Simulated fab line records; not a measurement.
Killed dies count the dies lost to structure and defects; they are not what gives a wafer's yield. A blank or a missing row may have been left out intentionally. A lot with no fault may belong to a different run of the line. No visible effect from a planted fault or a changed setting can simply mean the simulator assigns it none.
What tool caused it? | flow gf180mcu | 36 wafers from 12 lots sampled at 3 of the route's 602 steps

## WHAT THE GAUGES READ, wafer by wafer
GF_V5_RS_MEAS_24: measures by four-point-probe.
lot  | measured     | on            | V5_W_RS (ohm/sq)
L894 | day 27 08:23 | film-metro-01 | 0.316 0.337 0.316
L895 | day 27 15:14 | film-metro-03 | 0.337 0.332 0.327
L898 | day 28 23:05 | film-metro-01 | 0.337 0.334 0.329
L899 | day 29 03:47 | film-metro-01 | 0.328 0.329 0.327
L900 | day 29 04:47 | film-metro-03 | 0.330 0.327 0.330
L902 | day 29 21:38 | film-metro-01 | 0.323 0.329 0.325
L903 | day 30 05:29 | film-metro-01 | 0.324 0.322 0.328
L904 | day 30 13:17 | film-metro-01 | 0.315 0.310 0.326
L905 | day 30 22:13 | film-metro-01 | 0.332 0.317 0.315
L912 | day 32 18:38 | film-metro-03 | 0.323 0.327 0.330
L913 | day 33 10:05 | film-metro-01 | 0.333 0.332 0.327
L914 | day 33 10:35 | film-metro-02 | 0.324 0.324 0.327

## WHICH TOOL RAN EACH LOT (tool, then ch and the chambers of the sampled wafers, then the start)
lot  | GF_M4_STRIP_17                       | GF_V5_STRIP_18
L894 | plasma-asher-01 ch 0,1, day 23 12:47 | plasma-asher-03 ch 0,1, day 27 07:38
L895 | plasma-asher-04 ch 0,1, day 23 21:06 | plasma-asher-04 ch 0,1, day 27 14:29
L898 | plasma-asher-04 ch 0,1, day 25 07:46 | plasma-asher-04 ch 0,1, day 28 22:20
L899 | plasma-asher-04 ch 0,1, day 25 14:25 | plasma-asher-03 ch 0,1, day 29 03:01
L900 | plasma-asher-04 ch 0,1, day 25 15:22 | plasma-asher-03 ch 0,1, day 29 03:59
L902 | plasma-asher-01 ch 0,1, day 26 10:03 | plasma-asher-01 ch 1, day 29 20:53
L903 | plasma-asher-01 ch 0,1, day 26 17:18 | plasma-asher-01 ch 0,1, day 30 04:44
L904 | plasma-asher-01 ch 0,1, day 27 03:14 | plasma-asher-04 ch 0,1, day 30 12:32
L905 | plasma-asher-04 ch 0,1, day 27 12:27 | plasma-asher-01 ch 0,1, day 30 21:26
L912 | plasma-asher-01 ch 0,1, day 29 14:23 | plasma-asher-01 ch 0,1, day 32 17:29
L913 | plasma-asher-04 ch 0,1, day 29 21:00 | plasma-asher-01 ch 0,1, day 33 09:20
L914 | plasma-asher-01 ch 0,1, day 30 02:36 | plasma-asher-04 ch 0,1, day 33 09:50
- GF_M4_STRIP_17: strips in O2/N2.
- GF_V5_STRIP_18: strips in O2/N2.

## AS READ BY THE TOOLS THEMSELVES (means over the sampled wafers that have a number; for cases with no such wafer, the mark the record gives instead)
GF_M4_STRIP_17.
lot  | tool            | drypump-motor-current-A (A) | heater-power-w (W) | oes-product-au (a.u.) | strip-time-to-endpoint-s (s)
L894 | plasma-asher-01 | 5.0                         | 317                | 0.549                 | 7.77
L895 | plasma-asher-04 | 5.6                         | 334                | 0.561                 | 7.83
L898 | plasma-asher-04 | 5.6                         | 335                | 0.560                 | 7.88
L899 | plasma-asher-04 | 5.7                         | 330                | 0.561                 | 7.88
L900 | plasma-asher-04 | 5.7                         | 328                | 0.558                 | 7.91
L902 | plasma-asher-01 | 5.0                         | 316                | 0.557                 | 7.83
L903 | plasma-asher-01 | 5.2                         | 306                | 0.559                 | 7.87
L904 | plasma-asher-01 | 5.2                         | 302                | 0.554                 | 7.84
L905 | plasma-asher-04 | 5.7                         | 333                | 0.557                 | 7.88
L912 | plasma-asher-01 | 5.2                         | 301                | 0.559                 | 7.91
L913 | plasma-asher-04 | 5.6                         | 336                | 0.553                 | 7.81
L914 | plasma-asher-01 | 5.1                         | 308                | 0.560                 | 7.80

GF_V5_STRIP_18.
lot  | tool            | drypump-motor-current-A (A) | heater-power-w (W) | oes-product-au (a.u.)
L894 | plasma-asher-03 | 5.6                         | 277                | 0.569
L895 | plasma-asher-04 | 5.7                         | 332                | 0.570
L898 | plasma-asher-04 | 5.6                         | 337                | 0.575
L899 | plasma-asher-03 | 5.9                         | 306                | 0.569
L900 | plasma-asher-03 | 5.6                         | 276                | 0.574
L902 | plasma-asher-01 | 4.8                         | 322                | 0.568
L903 | plasma-asher-01 | 5.2                         | 305                | 0.572
L904 | plasma-asher-04 | 5.6                         | 335                | 0.574
L905 | plasma-asher-01 | 5.2                         | 300                | 0.571
L912 | plasma-asher-01 | 5.0                         | 314                | 0.569
L913 | plasma-asher-01 | 5.2                         | 309                | 0.574
L914 | plasma-asher-04 | 5.6                         | 337                | 0.572

## THE ANSWER, worked out from the rows above alone
Rule: usual is defined by the lots themselves. The widest of any qualifying gaps counts: lots, ordered by their means at a reading, are off when they make up no more than a third of the lots, leave a main group of 4 or more, and stand apart from it by 3 or more times the standard deviation of that group's means. A main group is skipped when, at the precision printed for the reading in the tables above, its means are all equal. A lot without any number at a reading at which 4 lots or more have one is off too. The other lots that the step has rows for count as sound. The gauges are gone through in route order, then the tools' own readings, and for those a lot's mean is taken as printed above. The first step at which some lot is off is used, and at that step the reading that is off furthest; a lot without a number counts as furthest.
None of the lots is off at any reading shown; this tells nothing.

## WHAT THE SIMULATOR PUT IN
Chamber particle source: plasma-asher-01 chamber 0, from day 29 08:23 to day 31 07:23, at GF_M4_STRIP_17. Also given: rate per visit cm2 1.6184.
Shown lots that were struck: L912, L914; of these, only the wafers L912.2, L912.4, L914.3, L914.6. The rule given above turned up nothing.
